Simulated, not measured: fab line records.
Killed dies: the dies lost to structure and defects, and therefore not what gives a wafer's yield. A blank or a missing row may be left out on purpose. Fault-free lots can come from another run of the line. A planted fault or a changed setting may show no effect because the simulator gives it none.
fab line records ; flow sky130
[record] lots = 12; wafers = 36; lastDay = 50
route steps=708 shown METAL2@485 VIA4@658 PAD_OPEN@702
lots with no fault: from the same line, run without faults
startH: hours from the record's opening day to when the first of the lot's shown wafers began ; waitH: how many hours have passed since the lot's step before this one ; " the same as in the row above ; L1.1+2: several wafers, shown together as one row ; - value missing, or start not given ; * or withheld: withheld ; < > ~ a bound
route shown NAME@n: names a module that has steps shown in the file, with the first one's number in the route ; usual: average and standard deviation across the fault-free wafers ; same: alike in all rows ; chamber/n: place in a boat ; sites: each site's reading ; _std_site: the values' standard deviation ; _edge_site: inner sites' mean taken away from outer sites' mean ; radiusMm: how far each site lies from the wafer's centre ; mask NAME#n: copy n ; behind: the most recent tool/chamber to have shaped the wafer ; hold: what put the lot on hold/how long, in hours/how the hold closed ; device: transistor that didn't switch, given as n, p or np ; end of line: the same wafers' tests at the end of the route ; where a step has no rows: the recipe by itself ; killed: dies lost to structure and defects at the first sort, not the wafer's yield ; map: the dies of a wafer, with x for killed, . for not killed, _ for no die there
set.NAME: the setting the step ran with; set.NAME@STEP: the setting that earlier step ran with ; model.NAME: the simulator's own value behind a step, which no gauge read
the route's steps for a sample of lots (tables are steps, rows are wafers)
services: from which hour (startH, from the record's first day; less than 0 if before it) a tool's chamber was out of use, for how many hours, and why
[[steps]]
[step SKY_METAL2_SPUTTER_02]
[recipe] material = AlCu; targetThkNm = 250; powerW = 10600; timeS = 13.3; chamberPressurePa = 0.4
[usual] cathodeDcPowerW = 10600/1.9; throttleValvePct = 30.4/0.57
lot.wafer;tool;chamber;startH;waitH;cathodeDcPowerW;throttleValvePct
L932.1;pvdSputter-01;-;795.69;0.0;10600;30.6
L932.2;pvdSputter-01;-;795.69;0.0;10600;30.7
L932.4;pvdSputter-01;-;795.69;0.0;10599;30.2
L933.2;pvdSputter-03;-;800.84;0.0;10599;30.8
L933.3;pvdSputter-03;-;800.84;0.0;10598;31.2
L933.4;pvdSputter-03;-;800.84;0.0;10601;31.1
L935.1;pvdSputter-03;-;836.75;0.0;10600;30.9
L935.3;pvdSputter-03;-;836.75;0.0;10599;30.9
L935.6;pvdSputter-03;-;836.75;0.0;10601;31.4
L941.1;pvdSputter-01;-;883.93;0.0;10598;30.8
L941.2;pvdSputter-01;-;883.93;0.0;10601;30.1
L941.5;pvdSputter-01;-;883.93;0.0;10599;30.7
L944.3;pvdSputter-03;-;893.66;0.0;10601;29.9
L944.5;pvdSputter-03;-;893.66;0.0;10599;31.4
L944.6;pvdSputter-03;-;893.66;0.0;10602;31.1
L945.2;pvdSputter-03;-;913.53;0.0;10598;29.7
L945.3;pvdSputter-03;-;913.53;0.0;10600;31.0
L945.6;pvdSputter-03;-;913.53;0.0;10603;29.8
L947.1;pvdSputter-03;-;919.88;0.0;10599;29.8
L947.2;pvdSputter-03;-;919.88;0.0;10598;31.1
L947.5;pvdSputter-03;-;919.88;0.0;10599;30.5
L948.2;pvdSputter-03;-;924.51;0.0;10600;31.4
L948.4;pvdSputter-03;-;924.51;0.0;10598;30.7
L948.5;pvdSputter-03;-;924.51;0.0;10598;30.2
L949.1;pvdSputter-04;-;926.15;0.0;10597;31.2
L949.4;pvdSputter-04;-;926.15;0.0;10600;29.7
L949.5;pvdSputter-04;-;926.15;0.0;10601;30.3
L950.1;pvdSputter-03;-;928.38;0.0;10600;31.2
L950.3;pvdSputter-03;-;928.38;0.0;10601;31.4
L950.4;pvdSputter-03;-;928.38;0.0;10597;30.5
L951.1;pvdSputter-01;-;941.81;0.0;10602;30.0
L951.2;pvdSputter-01;-;941.81;0.0;10599;30.6
L951.6;pvdSputter-01;-;941.81;0.0;10600;30.4
L952.1;pvdSputter-03;-;947.90;0.0;10603;31.1
L952.5;pvdSputter-03;-;947.90;0.0;10597;30.7
L952.6;pvdSputter-03;-;947.90;0.0;10600;31.0
[step SKY_VIA4_RS_MEAS_19]
[recipe] thkMeasGauge = four-point-probe; reads = W_of_VIA4_CVD_18+TiN_of_VIA4_SPUTTER_17
[usual] VIA4_W_RS = 0.2189/0.0026
lot.wafer;tool;chamber;startH;waitH;VIA4_W_RS[ohm/sq]
L932.1;filmMetro-02;-;1005.05;0.1;0.2210
L932.2;filmMetro-02;-;1005.05;0.1;0.2224
L932.4;filmMetro-02;-;1005.05;0.1;0.2206
L933.2;filmMetro-03;-;1009.89;0.1;0.2177
L933.3;filmMetro-03;-;1009.89;0.1;0.2197
L933.4;filmMetro-03;-;1009.89;0.1;0.2164
L935.1;filmMetro-03;-;1042.92;0.1;0.2166
L935.3;filmMetro-03;-;1042.92;0.1;0.2193
L935.6;filmMetro-03;-;1042.92;0.1;0.2182
L941.1;filmMetro-01;-;1081.72;0.1;0.2185
L941.2;filmMetro-01;-;1081.72;0.1;0.2170
L941.5;filmMetro-01;-;1081.72;0.1;0.2164
L944.3;filmMetro-03;-;1089.71;0.1;0.2217
L944.5;filmMetro-03;-;1089.71;0.1;0.2164
L944.6;filmMetro-03;-;1089.71;0.1;0.2201
L945.2;filmMetro-01;-;1103.87;0.1;0.2191
L945.3;filmMetro-01;-;1103.87;0.1;0.2193
L945.6;filmMetro-01;-;1103.87;0.1;0.2237
L947.1;filmMetro-01;-;1111.74;0.1;0.2201
L947.2;filmMetro-01;-;1111.74;0.1;0.2174
L947.5;filmMetro-01;-;1111.74;0.1;0.2178
L948.2;filmMetro-01;-;1113.34;0.1;0.2235
L948.4;filmMetro-01;-;1113.34;0.1;0.2213
L948.5;filmMetro-01;-;1113.34;0.1;0.2230
L949.1;filmMetro-01;-;1116.65;0.1;0.2186
L949.4;filmMetro-01;-;1116.65;0.1;0.2206
L949.5;filmMetro-01;-;1116.65;0.1;0.2203
L950.1;filmMetro-01;-;1118.95;0.1;0.2163
L950.3;filmMetro-01;-;1118.95;0.1;0.2188
L950.4;filmMetro-01;-;1118.95;0.1;0.2154
L951.1;filmMetro-01;-;1126.16;0.1;0.2188
L951.2;filmMetro-01;-;1126.16;0.1;0.2229
L951.6;filmMetro-01;-;1126.16;0.1;0.2161
L952.1;filmMetro-03;-;1132.78;0.1;0.2220
L952.5;filmMetro-03;-;1132.78;0.1;0.2160
L952.6;filmMetro-03;-;1132.78;0.1;0.2204
[step SKY_VIA4_CMP_21]
[recipe] stopOn = SiO2; tOverpolishS = 25; downForcePsi = 3.5; platenRpm = 60; targetThkNm = 0; padVelocityMS = 0.94248
[usual] motorCurrentA = 10.5/0.77; overpolishRunS = 25.001/0.0088; timeToEndpointS = 128/4.2
lot.wafer;tool;chamber;startH;waitH;motorCurrentA;overpolishRunS;timeToEndpointS
L932.4;cmp-01;3;1005.23;0.0;8.7;24.998;125
L932.2;cmp-01;0;1005.23;0.0;11.3;25.002;122
L932.1;cmp-01;1;1005.23;0.0;9.7;25.006;127
L933.4;cmp-02;3;1010.05;0.0;10.0;25.009;132
L933.2;cmp-02;0;1010.05;0.0;11.0;25.012;128
L933.3;cmp-02;1;1010.05;0.0;10.6;24.999;131
L935.1;cmp-02;2;1043.15;0.1;10.6;25.001;124
L935.3;cmp-02;3;1043.15;0.1;10.6;25.004;120
L935.6;cmp-02;2;1043.15;0.1;10.7;24.989;124
L941.2;cmp-02;2;1082.00;0.1;11.0;24.992;130
L941.1;cmp-02;3;1082.00;0.1;10.6;24.992;128
L941.5;cmp-02;0;1082.00;0.1;10.7;25.002;129
L944.3;cmp-02;3;1089.85;0.0;10.2;25.006;133
L944.5;cmp-02;3;1089.85;0.0;10.3;24.997;130
L944.6;cmp-02;0;1089.85;0.0;11.2;24.985;130
L945.2;cmp-02;3;1104.08;0.1;9.7;25.000;132
L945.3;cmp-02;0;1104.08;0.1;10.7;24.994;129
L945.6;cmp-02;3;1104.08;0.1;10.8;24.999;128
L947.1;cmp-01;3;1111.92;0.1;8.5;25.007;123
L947.2;cmp-01;1;1111.92;0.1;10.1;24.976;126
L947.5;cmp-01;0;1111.92;0.1;11.1;25.017;121
L948.2;cmp-02;0;1113.50;0.0;11.5;24.993;130
L948.4;cmp-02;2;1113.50;0.0;10.7;24.980;128
L948.5;cmp-02;0;1113.50;0.0;11.2;24.999;125
L949.4;cmp-02;3;1116.83;0.0;10.0;25.001;130
L949.1;cmp-02;2;1116.83;0.0;11.0;25.002;134
L949.5;cmp-02;3;1116.83;0.0;10.1;24.992;131
L950.1;cmp-01;1;1119.13;0.1;10.0;24.995;136
L950.4;cmp-01;2;1119.13;0.1;10.8;25.007;129
L950.3;cmp-01;0;1119.13;0.1;11.2;25.004;126
L951.1;cmp-01;1;1126.34;0.1;10.3;25.001;134
L951.2;cmp-01;3;1126.34;0.1;8.7;25.009;127
L951.6;cmp-01;1;1126.34;0.1;10.0;25.006;134
L952.1;cmp-02;2;1133.06;0.1;10.6;25.007;133
L952.6;cmp-02;0;1133.06;0.1;10.5;25.004;132
L952.5;cmp-02;1;1133.06;0.1;10.9;25.003;140
[step SKY_PAD_OPEN_STRIP_08]
[recipe] chemistry = O2/N2; powerW = 1400; pressureMtorr = 1500; platenTempC = withheld; overashFraction = 0.7; o2FlowSccm = 3000; n2FlowSccm = 300
[usual] drypumpMotorCurrentA = 5.75/0.13; oesProductAu = 0.663/0.0048; stripTimeToEndpointS = 37.05/0.11
lot.wafer;tool;chamber;startH;waitH;drypumpMotorCurrentA;oesProductAu;rfHoursCounterH;stripTimeToEndpointS
L932.1;plasmaAsher-02;0;1072.90;0.1;5.54;0.661;1;36.90
L932.2;plasmaAsher-02;1;1072.90;0.1;5.87;0.660;1;36.89
L932.4;plasmaAsher-02;1;1072.90;0.1;5.88;0.667;-;36.92
L933.2;plasmaAsher-02;1;1077.47;0.1;5.88;0.656;1;37.23
L933.3;plasmaAsher-02;0;1077.47;0.1;5.55;0.658;-;37.28
L933.4;plasmaAsher-02;1;1077.47;0.1;5.90;0.663;-;37.24
L935.1;plasmaAsher-04;1;1107.47;0.1;5.82;0.656;68;37.02
L935.3;plasmaAsher-04;1;1107.47;0.1;5.80;0.677;-;36.95
L935.6;plasmaAsher-04;1;1107.47;0.1;5.82;0.672;-;36.98
L941.1;plasmaAsher-01;1;1143.59;0.1;5.76;0.665;40;36.99
L941.2;plasmaAsher-01;0;1143.59;0.1;5.87;0.660;40;37.05
L941.5;plasmaAsher-01;0;1143.59;0.1;5.84;0.670;-;36.95
L944.3;plasmaAsher-04;0;1151.68;0.1;5.68;0.664;-;37.04
L944.5;plasmaAsher-04;1;1151.68;0.1;5.80;0.656;-;37.11
L944.6;plasmaAsher-04;0;1151.68;0.1;5.71;0.666;-;37.20
L945.2;plasmaAsher-01;1;1163.56;0.1;5.79;0.661;41;37.03
L945.3;plasmaAsher-01;1;1163.56;0.1;5.79;0.671;-;37.02
L945.6;plasmaAsher-01;0;1163.56;0.1;5.83;0.667;-;37.07
L947.1;plasmaAsher-01;0;1169.79;0.1;5.83;0.668;42;36.99
L947.2;plasmaAsher-01;1;1169.79;0.1;5.77;0.666;42;37.08
L947.5;plasmaAsher-01;0;1169.79;0.1;5.84;0.654;-;36.99
L948.2;plasmaAsher-04;1;1172.26;0.1;5.80;0.654;74;37.25
L948.4;plasmaAsher-04;1;1172.26;0.1;5.78;0.657;-;37.16
L948.5;plasmaAsher-04;1;1172.26;0.1;5.81;0.671;-;37.18
L949.1;plasmaAsher-02;0;1174.74;0.1;5.54;0.664;10;37.07
L949.4;plasmaAsher-02;0;1174.74;0.1;5.56;0.663;-;37.03
L949.5;plasmaAsher-02;0;1174.74;0.1;5.54;0.656;-;36.96
L950.1;plasmaAsher-02;0;1176.46;0.1;5.54;0.666;10;37.01
L950.3;plasmaAsher-02;0;1176.46;0.1;5.54;0.659;-;37.06
L950.4;plasmaAsher-02;1;1176.46;0.1;5.87;0.667;-;37.15
L951.1;plasmaAsher-04;0;1181.41;0.1;5.69;0.668;75;36.94
L951.2;plasmaAsher-04;1;1181.41;0.1;5.79;0.662;75;36.93
L951.6;plasmaAsher-04;0;1181.41;0.1;5.73;0.664;-;36.93
L952.1;plasmaAsher-02;1;1187.67;0.1;5.90;0.661;11;37.06
L952.5;plasmaAsher-02;0;1187.67;0.1;5.53;0.671;-;37.12
L952.6;plasmaAsher-02;1;1187.67;0.1;5.90;0.670;-;37.12
[step SKY_PAD_OPEN_PROBE_99]
[usual] defectLimitedYield = 82.6/1.9; killed_at_M0_to_M3 = 43/6.9; killed_at_M4_up = 3.0/1.8; killedAtContacts = 24/4.8; killedAtFrontEnd = 15/4.5; killedAtOther = 0.4/0.67; killedDies = 86/9.2; killedOpen = 46/6.9; killedShort = 39/6; sort_bin_3_pad_short = 0.8/0.39; sort_bin_5_function = 10.2/1.3; sort_bin_6_memory = 6.3/1.2; sortNPass = 406/9.2; sortYieldPct = 82.6/1.9
[same] grossDies = 492; killedAtBackSide = 0; sort_bin_4_leakage[%] = 0; sort_bin_8_speed[%] = 0
lot.wafer;tool;chamber;startH;waitH;defectLimitedYield[%];killed_at_M0_to_M3;killed_at_M4_up;killedAtContacts;killedAtFrontEnd;killedAtOther;killedDies;killedOpen;killedShort;sort_bin_3_pad_short[%];sort_bin_5_function[%];sort_bin_6_memory[%];sortNPass;sortYieldPct[%]
L932.1;prober-02;-;1075.55;0.1;77.6;55;3;33;18;1;110;65;45;1.2;13.2;7.9;382;77.6
L932.2;prober-02;-;1075.60;0.1;79.5;54;4;32;10;1;101;49;52;1.8;12.2;6.5;391;79.5
L932.4;prober-02;-;1075.70;0.2;80.5;49;0;35;12;0;96;60;36;0.4;9.8;9.3;396;80.5
L933.2;prober-01;-;1079.73;0.1;83.1;40;4;26;13;0;83;49;34;0.4;10.6;5.9;409;83.1
L933.3;prober-01;-;1079.78;0.2;80.1;57;6;20;15;0;98;49;49;0.8;10.4;8.7;394;80.1
L933.4;prober-01;-;1079.83;0.2;83.3;39;3;22;18;0;82;33;49;1.8;11.0;3.9;410;83.3
L935.1;prober-01;-;1109.72;0.1;84.1;40;3;21;14;0;78;40;38;0.8;8.9;6.1;414;84.1
L935.3;prober-01;-;1109.82;0.2;82.1;52;4;19;13;0;88;50;38;1.6;11.6;4.7;404;82.1
L935.6;prober-01;-;1109.97;0.2;81.1;52;3;25;12;1;93;52;41;1.2;10.8;6.9;399;81.1
L941.1;prober-02;-;1145.89;0.1;80.1;46;4;28;20;0;98;61;37;1.0;10.8;8.1;394;80.1
L941.2;prober-02;-;1145.94;0.1;81.3;38;2;32;19;1;92;56;36;0.2;11.0;7.5;400;81.3
L941.5;prober-02;-;1146.09;0.2;83.3;44;6;12;20;0;82;49;33;0.2;11.6;4.9;410;83.3
L944.3;prober-02;-;1154.02;0.2;79.9;51;3;25;20;0;99;60;39;1.2;11.8;7.1;393;79.9
L944.5;prober-02;-;1154.12;0.2;81.7;53;3;27;7;0;90;48;42;0.4;9.6;8.3;402;81.7
L944.6;prober-02;-;1154.17;0.2;81.9;39;4;24;22;0;89;45;43;0.8;11.0;6.3;403;81.9
L945.2;prober-01;-;1165.82;0.1;79.7;41;7;29;21;2;100;60;40;0.8;12.2;7.3;392;79.7
L945.3;prober-01;-;1165.87;0.2;80.5;43;6;27;20;0;96;49;47;0.6;12.2;6.7;396;80.5
L945.6;prober-01;-;1166.02;0.2;81.3;48;2;23;18;1;92;46;46;1.0;10.0;7.7;400;81.3
L947.1;prober-02;-;1172.01;0.1;81.5;52;2;20;17;0;91;52;37;1.2;11.0;6.3;401;81.5
L947.2;prober-02;-;1172.06;0.1;82.1;41;3;26;18;0;88;51;36;0.6;10.4;6.9;404;82.1
L947.5;prober-02;-;1172.21;0.2;83.3;35;2;29;16;0;82;49;33;0.2;10.0;6.5;410;83.3
L948.2;prober-01;-;1174.52;0.1;73.0;92;1;27;12;1;133;43;33;3.0;17.7;6.3;359;73.0
L948.4;prober-01;-;1174.62;0.2;71.1;99;2;22;19;0;142;44;39;2.8;18.9;7.1;350;71.1
L948.5;prober-01;-;1174.67;0.2;76.2;78;1;23;13;2;117;51;34;2.6;15.7;5.5;375;76.2
L949.1;prober-02;-;1176.96;0.1;83.9;42;2;20;15;0;79;46;33;1.2;9.8;5.1;413;83.9
L949.4;prober-02;-;1177.11;0.2;83.3;48;2;21;11;0;82;47;35;1.6;7.9;7.1;410;83.3
L949.5;prober-02;-;1177.16;0.2;83.3;49;2;19;12;0;82;40;42;1.0;9.8;5.9;410;83.3
L950.1;prober-01;-;1178.70;0.1;71.1;98;5;26;13;0;142;47;35;4.1;17.3;7.5;350;71.1
L950.3;prober-01;-;1178.80;0.2;77.6;75;3;23;9;0;110;38;39;3.3;15.7;3.5;382;77.6
L950.4;prober-01;-;1178.85;0.2;71.1;97;1;28;16;0;142;53;32;2.2;19.5;7.1;350;71.1
L951.1;prober-02;-;1183.62;0.1;81.3;45;3;25;18;1;92;51;41;0.8;11.2;6.7;400;81.3
L951.2;prober-02;-;1183.67;0.1;83.3;53;2;17;10;0;82;47;35;0.6;9.3;6.7;410;83.3
L951.6;prober-02;-;1183.87;0.2;84.6;40;2;20;13;1;76;37;39;0.2;9.1;6.1;416;84.6
L952.1;prober-01;-;1189.91;0.1;73.2;94;2;23;13;0;132;43;32;3.0;16.5;7.3;360;73.2
L952.5;prober-01;-;1190.11;0.2;72.2;106;1;20;9;1;137;29;47;4.3;17.1;6.5;355;72.2
L952.6;prober-01;-;1190.16;0.2;75.0;75;3;26;19;0;123;46;45;2.8;17.3;4.9;369;75.0
// killed by level:class
L932.1 CONTACT:geometricParticle:open=18 VIA3:geometricParticle:open=10 LI_CONTACT:geometricParticle:open=10 VIA1:geometricParticle:open=8 VIA1:geometricParticle:short=7 METAL2:geometricParticle:short=7 VIA2:geometricParticle:open=7 POLY_GATE:geometricParticle:short=6
L932.2 CONTACT:geometricParticle:open=11 VIA1:geometricParticle:open=11 VIA2:geometricParticle:open=10 VIA1:geometricParticle:short=9 CONTACT:geometricParticle:short=8 LI_CONTACT:geometricParticle:open=6 METAL1:geometricParticle:short=6 METAL2:geometricParticle:short=6
L932.4 VIA1:geometricParticle:open=17 CONTACT:geometricParticle:open=14 LI_CONTACT:geometricParticle:open=8 VIA3:geometricParticle:open=6 VIA1:geometricParticle:short=6 LOCAL_INTERCONNECT:geometricParticle:short=5 POLY_GATE:geometricParticle:open=4 METAL1:geometricParticle:short=4
L933.2 VIA1:geometricParticle:open=9 CONTACT:geometricParticle:open=8 LI_CONTACT:geometricParticle:open=7 VIA2:geometricParticle:open=7 LOCAL_INTERCONNECT:geometricParticle:short=6 VIA3:geometricParticle:open=5 VIA1:geometricParticle:short=4 METAL2:geometricParticle:short=4
L933.3 VIA1:geometricParticle:open=14 VIA3:geometricParticle:open=9 VIA1:geometricParticle:short=8 LI_CONTACT:geometricParticle:open=7 METAL2:geometricParticle:short=7 METAL4:geometricParticle:short=6 POLY_GATE:geometricParticle:open=5 METAL1:geometricParticle:short=5
L933.4 VIA1:geometricParticle:open=10 LOCAL_INTERCONNECT:geometricParticle:short=7 METAL2:geometricParticle:short=6 VIA2:geometricParticle:open=5 CONTACT:geometricParticle:short=5 FIELD_ISO:geometricParticle:short=4 FIELD_ISO:geometricParticle:open=4 SPACER:geometricParticle:short=4
L935.1 CONTACT:geometricParticle:open=11 FIELD_ISO:geometricParticle:open=7 VIA1:geometricParticle:open=7 VIA3:geometricParticle:open=5 METAL1:geometricParticle:short=5 CONTACT:geometricParticle:short=5 FIELD_ISO:geometricParticle:short=4 METAL2:geometricParticle:short=4
L935.3 VIA1:geometricParticle:open=11 VIA3:geometricParticle:open=9 LI_CONTACT:geometricParticle:open=8 VIA2:geometricParticle:open=7 CONTACT:geometricParticle:open=6 VIA2:geometricParticle:short=6 FIELD_ISO:geometricParticle:short=5 POLY_GATE:geometricParticle:open=5
L935.6 VIA1:geometricParticle:open=20 LI_CONTACT:geometricParticle:open=11 METAL2:geometricParticle:short=8 CONTACT:geometricParticle:short=6 CONTACT:geometricParticle:open=6 FIELD_ISO:geometricParticle:short=5 VIA1:geometricParticle:short=5 METAL3:geometricParticle:short=4
L941.1 VIA1:geometricParticle:open=16 LI_CONTACT:geometricParticle:open=9 CONTACT:geometricParticle:open=9 POLY_GATE:geometricParticle:short=6 FIELD_ISO:geometricParticle:open=5 VIA2:geometricParticle:open=5 VIA3:geometricParticle:open=5 FIELD_ISO:geometricParticle:short=4
L941.2 CONTACT:geometricParticle:open=13 VIA1:geometricParticle:open=11 LI_CONTACT:geometricParticle:open=9 VIA3:geometricParticle:open=9 POLY_GATE:geometricParticle:short=5 POLY_GATE:geometricParticle:open=5 METAL2:geometricParticle:short=5 FIELD_ISO:geometricParticle:open=4
L941.5 VIA1:geometricParticle:open=12 VIA2:geometricParticle:open=7 POLY_GATE:geometricParticle:open=6 CONTACT:geometricParticle:open=6 VIA1:geometricParticle:short=6 METAL4:geometricParticle:short=5 FIELD_ISO:geometricParticle:short=4 POLY_GATE:geometricParticle:short=4
L944.3 CONTACT:geometricParticle:open=15 VIA2:geometricParticle:open=10 VIA3:geometricParticle:open=9 FIELD_ISO:geometricParticle:short=7 LI_CONTACT:geometricParticle:open=6 POLY_GATE:geometricParticle:open=5 VIA1:geometricParticle:short=5 METAL2:geometricParticle:short=5
L944.5 VIA2:geometricParticle:open=15 VIA1:geometricParticle:open=11 LOCAL_INTERCONNECT:geometricParticle:short=8 CONTACT:geometricParticle:open=7 LI_CONTACT:geometricParticle:open=6 VIA1:geometricParticle:short=6 CONTACT:geometricParticle:short=5 VIA3:geometricParticle:open=5
L944.6 CONTACT:geometricParticle:open=12 VIA1:geometricParticle:open=8 METAL2:geometricParticle:short=8 FIELD_ISO:geometricParticle:open=7 POLY_GATE:geometricParticle:open=6 CONTACT:geometricParticle:short=6 POLY_GATE:geometricParticle:short=5 VIA3:geometricParticle:open=5
L945.2 CONTACT:geometricParticle:open=10 VIA1:geometricParticle:open=10 VIA3:geometricParticle:open=8 VIA2:geometricParticle:open=7 LI_CONTACT:geometricParticle:open=6 CONTACT:geometricParticle:short=6 METAL4:geometricParticle:short=5 SPACER:geometricParticle:open=4
L945.3 VIA1:geometricParticle:open=12 LOCAL_INTERCONNECT:geometricParticle:short=8 LI_CONTACT:geometricParticle:short=6 SPACER:geometricParticle:open=6 VIA1:geometricParticle:short=6 VIA3:geometricParticle:short=6 VIA3:geometricParticle:open=6 LI_CONTACT:geometricParticle:open=5
L945.6 VIA1:geometricParticle:open=13 VIA3:geometricParticle:open=8 LOCAL_INTERCONNECT:geometricParticle:short=7 CONTACT:geometricParticle:open=7 VIA1:geometricParticle:short=7 METAL2:geometricParticle:short=7 FIELD_ISO:geometricParticle:short=6 LI_CONTACT:geometricParticle:short=4
L947.1 LI_CONTACT:geometricParticle:open=9 METAL2:geometricParticle:short=9 VIA3:geometricParticle:open=8 VIA2:geometricParticle:open=7 VIA1:geometricParticle:short=7 POLY_GATE:geometricParticle:open=6 CONTACT:geometricParticle:open=5 VIA1:geometricParticle:open=5
L947.2 VIA1:geometricParticle:open=11 LI_CONTACT:geometricParticle:open=10 VIA3:geometricParticle:open=7 FIELD_ISO:geometricParticle:open=6 CONTACT:geometricParticle:short=6 CONTACT:geometricParticle:open=5 VIA1:geometricParticle:short=5 VIA2:geometricParticle:open=5
L947.5 CONTACT:geometricParticle:open=15 VIA1:geometricParticle:open=14 CONTACT:geometricParticle:short=7 VIA3:geometricParticle:open=7 POLY_GATE:geometricParticle:short=5 FIELD_ISO:geometricParticle:open=4 METAL2:geometricParticle:short=4 FIELD_ISO:geometricParticle:short=3
L948.2 METAL2:unspecified=56 CONTACT:geometricParticle:open=14 VIA2:geometricParticle:open=7 VIA1:geometricParticle:open=7 METAL2:geometricParticle:short=6 LI_CONTACT:geometricParticle:open=5 LOCAL_INTERCONNECT:geometricParticle:short=5 VIA1:geometricParticle:short=5
L948.4 METAL2:unspecified=59 VIA1:geometricParticle:open=8 METAL1:geometricParticle:short=8 VIA2:geometricParticle:open=7 LI_CONTACT:geometricParticle:open=6 CONTACT:geometricParticle:short=5 CONTACT:geometricParticle:open=5 VIA3:geometricParticle:open=5
L948.5 METAL2:unspecified=32 VIA1:geometricParticle:open=13 LI_CONTACT:geometricParticle:open=10 METAL2:geometricParticle:short=9 CONTACT:geometricParticle:open=6 VIA2:geometricParticle:open=6 METAL2:geometricParticle:open=5 FIELD_ISO:geometricParticle:short=4
L949.1 VIA1:geometricParticle:open=13 VIA2:geometricParticle:open=8 FIELD_ISO:geometricParticle:short=5 VIA3:geometricParticle:open=5 CONTACT:geometricParticle:short=5 CONTACT:geometricParticle:open=5 FIELD_ISO:geometricParticle:open=4 LOCAL_INTERCONNECT:geometricParticle:short=4
L949.4 VIA2:geometricParticle:open=12 VIA3:geometricParticle:open=8 CONTACT:geometricParticle:open=7 VIA2:geometricParticle:short=7 LI_CONTACT:geometricParticle:open=6 METAL1:geometricParticle:short=5 VIA1:geometricParticle:open=5 FIELD_ISO:geometricParticle:open=4
L949.5 VIA1:geometricParticle:open=11 VIA2:geometricParticle:open=8 METAL3:geometricParticle:short=8 CONTACT:geometricParticle:open=7 METAL1:geometricParticle:short=6 LI_CONTACT:geometricParticle:open=5 VIA1:geometricParticle:short=5 FIELD_ISO:geometricParticle:short=4
L950.1 METAL2:unspecified=57 CONTACT:geometricParticle:open=10 VIA1:geometricParticle:open=8 CONTACT:geometricParticle:short=7 LI_CONTACT:geometricParticle:open=6 VIA1:geometricParticle:short=6 VIA2:geometricParticle:open=6 VIA3:geometricParticle:open=4
L950.3 METAL2:unspecified=33 VIA1:geometricParticle:open=14 VIA2:geometricParticle:open=7 CONTACT:geometricParticle:short=6 LI_CONTACT:geometricParticle:open=5 CONTACT:geometricParticle:open=5 METAL1:geometricParticle:short=5 METAL2:geometricParticle:short=5
L950.4 METAL2:unspecified=56 VIA1:geometricParticle:open=14 CONTACT:geometricParticle:open=13 FIELD_ISO:geometricParticle:open=6 VIA1:geometricParticle:short=6 LI_CONTACT:geometricParticle:open=5 CONTACT:geometricParticle:short=5 FIELD_ISO:geometricParticle:short=4
L951.1 VIA1:geometricParticle:open=17 CONTACT:geometricParticle:short=8 CONTACT:geometricParticle:open=7 VIA3:geometricParticle:open=7 POLY_GATE:geometricParticle:open=6 LI_CONTACT:geometricParticle:open=6 POLY_GATE:geometricParticle:short=5 METAL1:geometricParticle:short=5
L951.2 VIA1:geometricParticle:open=10 VIA2:geometricParticle:open=9 LI_CONTACT:geometricParticle:open=7 CONTACT:geometricParticle:open=7 METAL1:geometricParticle:short=7 METAL2:geometricParticle:short=7 VIA1:geometricParticle:short=6 VIA3:geometricParticle:open=5
L951.6 VIA2:geometricParticle:open=11 LI_CONTACT:geometricParticle:open=9 METAL1:geometricParticle:short=6 METAL2:geometricParticle:short=6 VIA1:geometricParticle:short=5 VIA2:geometricParticle:short=5 CONTACT:geometricParticle:open=4 VIA1:geometricParticle:open=4
L952.1 METAL2:unspecified=56 VIA1:geometricParticle:open=14 CONTACT:geometricParticle:open=10 VIA1:geometricParticle:short=6 LI_CONTACT:geometricParticle:open=5 POLY_GATE:geometricParticle:open=4 POLY_GATE:geometricParticle:short=4 LOCAL_INTERCONNECT:geometricParticle:short=4
L952.5 METAL2:unspecified=61 VIA1:geometricParticle:open=12 METAL2:geometricParticle:short=10 CONTACT:geometricParticle:short=8 FIELD_ISO:geometricParticle:short=5 LOCAL_INTERCONNECT:geometricParticle:short=5 VIA3:geometricParticle:open=5 CONTACT:geometricParticle:open=4
L952.6 METAL2:unspecified=32 CONTACT:geometricParticle:open=11 VIA1:geometricParticle:open=10 POLY_GATE:geometricParticle:short=7 LI_CONTACT:geometricParticle:open=6 FIELD_ISO:geometricParticle:short=5 METAL2:geometricParticle:short=5 METAL1:geometricParticle:short=5
[[services]]
tool;chamber;startH;hours;kind
cmp-02;-;774.40;2.1;repair
pvdSputter-03;-;781.45;1.9;repair
cmp-02;-;797.25;0.5;repair
pvdSputter-03;-;808.71;5.2;repair
pvdSputter-03;-;841.87;4.8;repair
cmp-01;-;844.10;3.7;repair
cmp-01;-;847.82;6.6;pm
cmp-02;-;862.36;2.9;pm
cmp-02;-;866.93;4.5;pm
cmp-02;-;912.00;4.0;pm
cmp-01;-;920.27;1.8;repair
cmp-02;-;924.68;0.9;repair
cmp-01;-;938.43;3.9;repair
cmp-02;-;943.38;2.7;repair
plasmaAsher-02;-;950.47;0.4;repair
cmp-02;-;978.58;4.5;repair
cmp-02;-;999.97;1.1;repair
plasmaAsher-02;-;1049.16;5.8;repair
plasmaAsher-02;-;1055.33;9.0;pm
pvdSputter-03;-;1106.45;4.1;repair
plasmaAsher-02;-;1127.64;4.1;repair
cmp-02;-;1161.54;0.9;repair
plasmaAsher-02;-;1168.03;2.1;repair
cmp-02;-;1171.81;4.0;pm
[[key]]
[firstSign] step = SKY_PAD_OPEN_PROBE_99; reading = killed_at_M0_to_M3; direction = up; sigmas = 6.9; usual = 43; struck = 90
[effect] step = SKY_PAD_OPEN_PROBE_99; reading = sort_bin_3_pad_short; direction = up; sigmas = 5.8; usual = 0.8; struck = 3.1
metAt SKY_METAL2_SPUTTER_02
struckLots L948,L950,L952
notActingAt SKY_VIA4_RS_MEAS_19,SKY_VIA4_CMP_21,SKY_PAD_OPEN_STRIP_08
onsetBetween 919.88 924.51
[fault] kind = chamberParticleSource; tool = pvdSputter-03; chamber = -; onsetH = 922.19; steps = SKY_METAL2_SPUTTER_02; ratePerVisitCm2 = 1.0138; endH = 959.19
